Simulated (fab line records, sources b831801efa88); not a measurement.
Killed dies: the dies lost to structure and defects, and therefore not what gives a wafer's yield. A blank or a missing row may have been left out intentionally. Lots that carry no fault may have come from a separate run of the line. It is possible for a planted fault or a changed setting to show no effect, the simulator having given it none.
Chamber matching -- flow gf180mcu -- GF_PASSIVATION_ETCH_11 on rie_diel-03 has 4 sister chambers
The step etches the open film in CF4/O2, stops on TiN, target depth 1800 nm, time 400 s. 8 wafers are shown with their chamber, then 7 later ones without.

EACH WAFER AND ITS CHAMBER
wafer,chamber,throttle_valve_pct (%),oes_product_au (a.u.)
L079.1,1,5.957,0.955
L079.3,2,5.957,0.956
L079.6,0,5.964,0.963
L082.1,2,5.962,0.968
L082.2,3,5.967,0.966
L082.3,1,5.966,0.961
L085.2,0,5.964,0.962
L085.4,3,5.959,0.957

WAFERS WITH NO CHAMBER GIVEN
wafer,throttle_valve_pct (%),oes_product_au (a.u.)
L085.5,5.968,0.976
L089.1,5.965,0.952
L089.2,5.958,0.965
L089.6,5.965,0.964
L092.1,5.970,0.978
L092.2,5.952,0.954
L092.4,5.958,0.965

CHAMBER TAKEN BY EACH
wafer,from the rows above,in truth
L085.5,can't be placed: 0 or 3 or 2 or 1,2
L089.1,can't be placed: 1 or 3 or 0 or 2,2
L089.2,can't be placed: 2 or 3 or 0 or 1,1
L089.6,can't be placed: 0 or 3 or 2 or 1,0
L092.1,can't be placed: 0 or 3 or 2 or 1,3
L092.2,can't be placed: 2 or 1 or 3 or 0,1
L092.4,can't be placed: 2 or 3 or 0 or 1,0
0 of 7 placed correctly. Cannot be placed on the basis of these rows: 7; the candidates contain the true chamber in 7. 0 placed wrongly.
How it was worked out, from the rows above alone: a wafer's distance from a chamber is the root of the sum, over the readings, of the square of ((its reading less the chamber's mean) divided by the reading's scatter). The wafer belongs to the nearest chamber; if the next one is less than 2 further off, it can't be placed. The mean given for a chamber averages the wafers shown for that chamber. The scatter: take each reading less its chamber's mean, square it, sum over the shown wafers, divide by the number of wafers less the number of chambers, and take the root.
